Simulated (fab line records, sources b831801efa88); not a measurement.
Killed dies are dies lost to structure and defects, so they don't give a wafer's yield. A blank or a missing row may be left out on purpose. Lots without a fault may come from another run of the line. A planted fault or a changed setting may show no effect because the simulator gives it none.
Chamber matching | flow gf180mcu | GF_V1_CMP_26 on cmp-01: 4 sister chambers
The step polishes, stops on SiO2, t overpolish 15 s, target thk 0 nm. 14 wafers are shown with their chamber, then 7 later ones without.

WAFERS WITH THEIR CHAMBER
wafer  | chamber | motor_current_A (A) | time_to_endpoint_s (s) | overpolish_run_s (s)
L517.2 | 3       | 15.6                | 81                     | 14.992
L517.3 | 1       | 10.4                | 79                     | 14.993
L517.6 | 1       | 10.7                | 80                     | 15.001
L519.1 | 1       | 10.4                | 81                     | 15.005
L519.2 | 3       | 15.2                | 80                     | 14.970
L519.4 | 2       | 9.2                 | 77                     | 15.016
L523.1 | 0       | 10.4                | 88                     | 14.994
L523.3 | 1       | 10.4                | 84                     | 14.999
L523.5 | 3       | 14.4                | 83                     | 14.990
L531.4 | 0       | 10.2                | 97                     | 14.990
L531.5 | 3       | 14.5                | 88                     | 15.007
L531.6 | 0       | 10.3                | 89                     | 15.001
L532.2 | 0       | 10.3                | 86                     | 14.985
L532.5 | 0       | 10.2                | 92                     | 15.001

SIGNATURES (means of the wafers above)
reading            | chamber 0 | chamber 1 | chamber 2 | chamber 3 | scatter within a chamber
motor_current_A    | 10.280    | 10.475    | 9.200     | 14.925    | 0.329
time_to_endpoint_s | 90.40     | 81.00     | 77.00     | 83.00     | 3.54
overpolish_run_s   | 14.99420  | 14.99950  | 15.01600  | 14.98975  | 0.00981
Rule: a wafer's distance from a chamber is the root of the sum, over the readings, of the square of ((its reading less the chamber's mean) divided by the reading's scatter). The wafer belongs to the nearest chamber; if the next one is less than 2 further off, it can't be placed. The scatter: the root of (the sum of the squares of (reading less its chamber's mean) over the shown wafers, divided by (wafers less chambers)).

WAFERS WITHOUT THEIR CHAMBER
wafer  | motor_current_A (A) | time_to_endpoint_s (s) | overpolish_run_s (s)
L532.6 | 10.3                | 81                     | 15.004
L535.2 | 15.1                | 86                     | 14.991
L535.3 | 10.2                | 87                     | 14.988
L535.4 | 9.0                 | 79                     | 15.003
L539.1 | 10.5                | 91                     | 15.009
L539.4 | 10.1                | 85                     | 14.998
L539.6 | 14.8                | 85                     | 14.997

WHICH CHAMBER EACH WENT THROUGH
wafer  | from the rows above     | in truth
L532.6 | 1                       | 1
L535.2 | 3                       | 3
L535.3 | can't be placed: 0 or 1 | 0
L535.4 | 2                       | 2
L539.1 | can't be placed: 0 or 1 | 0
L539.4 | can't be placed: 1 or 0 | 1
L539.6 | 3                       | 3
Placed correctly: 4 of 7. Can't be placed from these rows: 3 (the true chamber is among the candidates in 3). Placed wrongly: 0.
